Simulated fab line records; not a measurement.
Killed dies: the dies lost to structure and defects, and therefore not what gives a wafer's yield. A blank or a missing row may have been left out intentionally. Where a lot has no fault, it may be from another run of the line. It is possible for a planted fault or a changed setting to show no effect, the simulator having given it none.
Lot-split experiment | flow gf180mcu | 15 wafers read across 5 lots, on a route 602 steps long

## SPLIT DETAILS
At GF_HV_LDD_IMPLANT_09, the setting dose-cm2 was moved away from the recipe's 1e+14 on 4 of the 15 wafers read, by -12.7% to +6.5%. All remaining wafers had this setting at the recipe value.

## FROM THE SPLIT TO THE READING: what the file shows between them, 14 steps
- GF_HV_LDD_STRIP_10: strips in O2/N2
- GF_HV_LDD_TW_MEAS_11
- GF_HV_LDD_DEVELOP_18: develop time 60 s (also split here: develop-time-s)
- GF_HV_LDD_CD_MEAS_19: target cd 400 nm
- GF_HV_LDD_EXPOSE_28: exposes mask Nplus HV AREA, target cd 400 nm (also split here: dose-mj)
- GF_HV_LDD_PEB_29
- GF_HV_LDD_DEVELOP_30: develop time 60 s
- GF_HV_LDD_CD_MEAS_31: target cd 400 nm
- GF_HV_LDD_DEVELOP_45: develop time 60 s (also split here: dev-temp-c)
- GF_HV_LDD_CD_MEAS_46: target cd 400 nm
- GF_HV_LDD_IMPLANT_48 (also split here: energy-kev)
- GF_HV_LDD_STRIP_49: strips in O2/N2
- GF_HV_LDD_CLEAN_51: cleans in SC1/SC2, time 150 s
- GF_HV_LDD_RTA_52: time 10 s

## THE READING
At GF_HV_LDD_RS_MEAS_53, a four-point-probe measurement gives HV_LDD_RS in ohm/sq. On this fab line, fault-free wafers typically give 418.6 ohm/sq with a standard deviation of 0.76 ohm/sq.

wafer  | tool, chamber at the split | dose-cm2 as run | against the recipe | HV_LDD_RS, ohm/sq | against lot-mates on the recipe
L075.2 | implanter-03, 0            | 1e+14           | recipe             | 420.3             | -
L075.3 | implanter-03, 0            | 1e+14           | recipe             | 419.3             | -
L077.1 | implanter-03, 0            | 1e+14           | recipe             | 418.7             | -
L077.2 | implanter-03, 0            | 8.726e+13       | -12.7%             | 442.9             | +24.2
L077.4 | implanter-03, 0            | 8.726e+13       | -12.7%             | 444.4             | +25.7
L080.2 | implanter-01, 0            | 1e+14           | recipe             | 419.2             | -
L080.3 | implanter-01, 0            | 1e+14           | recipe             | 418.3             | -
L080.6 | implanter-01, 0            | 1e+14           | recipe             | 419.2             | -
L084.1 | implanter-03, 0            | 1.065e+14       | +6.5%              | 406.1             | -11.7
L084.2 | implanter-03, 0            | 1e+14           | recipe             | 417.1             | -
L084.3 | implanter-03, 0            | 1.065e+14       | +6.5%              | 406.1             | -11.7
L084.5 | implanter-03, 0            | 1e+14           | recipe             | 418.0             | -
L084.6 | implanter-03, 0            | 1e+14           | recipe             | 418.2             | -
L085.1 | implanter-03, 0            | 1e+14           | recipe             | 417.0             | -
L085.2 | implanter-03, 0            | 1e+14           | recipe             | 417.5             | -

THE FIT
A straight line over all 15 wafers: HV_LDD_RS changes by -1.96 ohm/sq for each +1% of dose-cm2; r = -1.00; the points scatter about the line by 0.96 ohm/sq.
The same after taking each lot's own level away (the mean of its wafers on the recipe; 15 wafers): -1.92 ohm/sq for each +1%; r = -1.00; scatter 0.58 ohm/sq.
On that fit, the largest move of dose-cm2 shifts the reading by 24 ohm/sq.
Measured against the standard deviation above, the lots' own levels, which go from 417.25 to 419.80 ohm/sq, span 3.4 times it.
So the lot-to-lot level changes the slope little: the two slopes agree.
Check: +24.9 ohm/sq against its lot-mates is what the line predicts for one of the wafers moved furthest among these (-12.7%) when that wafer is left out of the fit. It came out at +24.2 ohm/sq against them.

## ADDITIONAL SPLITS CARRIED BY THESE WAFERS
Before the reading, these wafers also passed through other splits. Each is held against what the fit with the lots' levels taken away leaves over:
other split on the same wafers      | wafers away from the commonest value | r with HV_LDD_RS (lot level and that fit taken away)
GF_VT_IMPLANT_IMPLANT_19 dose-cm2   | 6                                    | -0.28
GF_VT_IMPLANT_COAT_24 resist-thk-nm | 3                                    | +0.07
GF_VT_IMPLANT_IMPLANT_30 tilt-deg   | 1                                    | +0.53
GF_VT_IMPLANT_IMPLANT_41 dose-cm2   | 3                                    | -0.13
GF_HV_LDD_DEVELOP_06 dev-temp-c     | 5                                    | +0.15
GF_HV_LDD_DEVELOP_18 develop-time-s | 5                                    | +0.04
GF_HV_LDD_EXPOSE_28 dose-mj         | 1                                    | +0.16
GF_HV_LDD_DEVELOP_45 dev-temp-c     | 5                                    | -0.08
GF_HV_LDD_IMPLANT_48 energy-kev     | 6                                    | +0.05

## THE WHOLE CHAIN: every reading that the file lists as answering this split, in the file's order
step                 | what it does                 | reading   | change (the file's fit)           | r (the file's)
GF_HV_LDD_TW_MEAS_11 |                              | HV_LDD_TW | +6.61 for each +1% of the setting | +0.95
GF_HV_LDD_RS_MEAS_53 | measures by four-point-probe | HV_LDD_RS | -1.9 for each +1% of the setting  | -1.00

## THE FILE'S OWN FIT
HV_LDD_RS changes by -1.9 ohm/sq for each +1% of dose-cm2, r = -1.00.
